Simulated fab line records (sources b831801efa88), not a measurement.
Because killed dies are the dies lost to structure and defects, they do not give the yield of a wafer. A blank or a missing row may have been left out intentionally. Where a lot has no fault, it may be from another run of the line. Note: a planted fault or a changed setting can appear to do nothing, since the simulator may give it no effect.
Check for tools in common :: flow gf180mcu :: 11 lots and 33 wafers in the sample

WHAT PROMPTED THE OPENING
Of 11 lots, 2 have the reading PSD_TW flagged at GF_PSD_TW_MEAS_11. Wafers without a fault read 3177, standard deviation 18.
Rule: a lot gets a flag if all its wafers with a number sit over 4 standard deviations from that mean, or if no wafer of it has a number. As for the other lots, they are considered sound.

lot: L346
measured: day 14 19:31
on: film_metro-04
PSD_TW, wafer by wafer: 3155 3153 3160
flag: 

lot: L344
measured: day 14 21:44
on: film_metro-03
PSD_TW, wafer by wafer: 3166 3183 3177
flag: 

lot: L348
measured: day 15 01:29
on: film_metro-01
PSD_TW, wafer by wafer: 3168 3176 3175
flag: 

lot: L352
measured: day 15 23:32
on: film_metro-01
PSD_TW, wafer by wafer: 3174 3180 3193
flag: 

lot: L357
measured: day 17 21:53
on: film_metro-04
PSD_TW, wafer by wafer: 2951 2973 2953
flag: FLAGGED

lot: L358
measured: day 18 02:58
on: film_metro-04
PSD_TW, wafer by wafer: 2945 2928 2946
flag: FLAGGED

lot: L361
measured: day 19 10:40
on: film_metro-01
PSD_TW, wafer by wafer: 3195 3199 3193
flag: 

lot: L363
measured: day 20 06:11
on: film_metro-04
PSD_TW, wafer by wafer: 3164 3177 3183
flag: 

lot: L364
measured: day 20 19:05
on: film_metro-04
PSD_TW, wafer by wafer: 3178 3175 3181
flag: 

lot: L365
measured: day 21 01:03
on: film_metro-04
PSD_TW, wafer by wafer: 3148 3149 3159
flag: 

lot: L366
measured: day 21 10:51
on: film_metro-04
PSD_TW, wafer by wafer: 3153 3141 3155
flag: 
Average over the flagged lots: 2949; offset from the usual -228, equal to -13 standard deviations.

TOOL THAT RAN EACH LOT
3 process steps preceding the reading are held in the record, out of 602 steps in the route. Cell contents, in order: the tool; ch with the chambers the sampled wafers went through; the start.
lot: L346
flag: 
GF_HV_LDD_STRIP_49: plasma_asher-04 ch 0,1, day 12 22:32
GF_PSD_IMPLANT_09: implanter-02 ch 0, day 14 19:16
GF_PSD_STRIP_10: plasma_asher-03 ch 0,1, day 14 19:24

lot: L344
flag: 
GF_HV_LDD_STRIP_49: plasma_asher-04 ch 0, day 13 00:32
GF_PSD_IMPLANT_09: implanter-02 ch 0, day 14 21:29
GF_PSD_STRIP_10: plasma_asher-01 ch 0,1, day 14 21:38

lot: L348
flag: 
GF_HV_LDD_STRIP_49: plasma_asher-02 ch 0,1, day 13 03:08
GF_PSD_IMPLANT_09: implanter-01 ch 0, day 15 01:14
GF_PSD_STRIP_10: plasma_asher-03 ch 1, day 15 01:23

lot: L352
flag: 
GF_HV_LDD_STRIP_49: plasma_asher-04 ch 0,1, day 14 01:50
GF_PSD_IMPLANT_09: implanter-02 ch 0, day 15 23:17
GF_PSD_STRIP_10: plasma_asher-01 ch 0,1, day 15 23:26

lot: L357
flag: FLAGGED
GF_HV_LDD_STRIP_49: plasma_asher-04 ch 1, day 15 18:26
GF_PSD_IMPLANT_09: implanter-02 ch 0, day 17 21:38
GF_PSD_STRIP_10: plasma_asher-03 ch 1, day 17 21:47

lot: L358
flag: FLAGGED
GF_HV_LDD_STRIP_49: plasma_asher-01 ch 0,1, day 15 22:16
GF_PSD_IMPLANT_09: implanter-02 ch 0, day 18 02:44
GF_PSD_STRIP_10: plasma_asher-01 ch 0,1, day 18 02:53

lot: L361
flag: 
GF_HV_LDD_STRIP_49: plasma_asher-04 ch 0,1, day 17 05:43
GF_PSD_IMPLANT_09: implanter-01 ch 0, day 19 10:26
GF_PSD_STRIP_10: plasma_asher-01 ch 0,1, day 19 10:34

lot: L363
flag: 
GF_HV_LDD_STRIP_49: plasma_asher-02 ch 1, day 18 00:55
GF_PSD_IMPLANT_09: implanter-01 ch 0, day 20 05:56
GF_PSD_STRIP_10: plasma_asher-02 ch 0,1, day 20 06:05

lot: L364
flag: 
GF_HV_LDD_STRIP_49: plasma_asher-01 ch 0,1, day 18 14:38
GF_PSD_IMPLANT_09: implanter-04 ch 0, day 20 18:50
GF_PSD_STRIP_10: plasma_asher-02 ch 0,1, day 20 18:59

lot: L365
flag: 
GF_HV_LDD_STRIP_49: plasma_asher-01 ch 0,1, day 18 21:41
GF_PSD_IMPLANT_09: implanter-01 ch 0, day 21 00:49
GF_PSD_STRIP_10: plasma_asher-03 ch 0,1, day 21 00:56

lot: L366
flag: 
GF_HV_LDD_STRIP_49: plasma_asher-01 ch 0,1, day 19 08:16
GF_PSD_IMPLANT_09: implanter-01 ch 0, day 21 10:38
GF_PSD_STRIP_10: plasma_asher-02 ch 0,1, day 21 10:46
What is done by these steps:
- GF_HV_LDD_STRIP_49: strips in O2/N2.
- GF_PSD_IMPLANT_09
- GF_PSD_STRIP_10: strips in O2/N2.
- GF_PSD_TW_MEAS_11

FLAGGED AGAINST TOTAL, ONE TOOL AT A TIME (gauges that did the reading follow at the end)
step: GF_HV_LDD_STRIP_49
tool: plasma_asher-01
lots run: 4
flagged: 1
share of the flagged lots: some
sound lots run after its first flagged lot: 3 (L364,L365,L366)

step: GF_HV_LDD_STRIP_49
tool: plasma_asher-02
lots run: 2
flagged: 0
share of the flagged lots: none
sound lots run after its first flagged lot: -

step: GF_HV_LDD_STRIP_49
tool: plasma_asher-04
lots run: 5
flagged: 1
share of the flagged lots: some
sound lots run after its first flagged lot: 1 (L361)

step: GF_PSD_IMPLANT_09
tool: implanter-01
lots run: 5
flagged: 0
share of the flagged lots: none
sound lots run after its first flagged lot: -

step: GF_PSD_IMPLANT_09
tool: implanter-02
lots run: 5
flagged: 2
share of the flagged lots: all
sound lots run after its first flagged lot: 0

step: GF_PSD_IMPLANT_09
tool: implanter-04
lots run: 1
flagged: 0
share of the flagged lots: none
sound lots run after its first flagged lot: -

step: GF_PSD_STRIP_10
tool: plasma_asher-01
lots run: 4
flagged: 1
share of the flagged lots: some
sound lots run after its first flagged lot: 1 (L361)

step: GF_PSD_STRIP_10
tool: plasma_asher-02
lots run: 3
flagged: 0
share of the flagged lots: none
sound lots run after its first flagged lot: -

step: GF_PSD_STRIP_10
tool: plasma_asher-03
lots run: 4
flagged: 1
share of the flagged lots: some
sound lots run after its first flagged lot: 1 (L365)

step: GF_PSD_TW_MEAS_11
tool: film_metro-01
lots run: 3
flagged: 0
share of the flagged lots: none
sound lots run after its first flagged lot: -

step: GF_PSD_TW_MEAS_11
tool: film_metro-03
lots run: 1
flagged: 0
share of the flagged lots: none
sound lots run after its first flagged lot: -

step: GF_PSD_TW_MEAS_11
tool: film_metro-04
lots run: 7
flagged: 2
share of the flagged lots: all
sound lots run after its first flagged lot: 4 (L363,L364,L365,L366)

THE TABLE: WHAT IT ALLOWS
Table rows that saw every flagged lot: 2, namely implanter-02 at GF_PSD_IMPLANT_09 and film_metro-04 at GF_PSD_TW_MEAS_11.
- implanter-02 at GF_PSD_IMPLANT_09: 2 of its 5 lots flagged. It ran its last sound lot, L352, at day 15 23:17 and its first flagged lot, L357, at day 17 21:38: a fault with its onset between the two fits. Its own readings (beam_energy_keV) fall more than 4 standard deviations out on all wafers of the flagged lots.
- film_metro-04 at GF_PSD_TW_MEAS_11: 2 of its 7 lots flagged. Lots that were sound ran on it after the first flagged one (L363, L364, L365, L366); a persistent fault on the entire tool would not allow that.
Left over: one tool, implanter-02 at GF_PSD_IMPLANT_09.

WHAT THE SIMULATOR HAD PUT IN
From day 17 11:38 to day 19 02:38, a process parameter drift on implanter-02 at GF_PSD_IMPLANT_09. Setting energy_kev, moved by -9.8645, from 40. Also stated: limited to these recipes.
Shown lots that were struck: L357, L358. The rule above found the same.
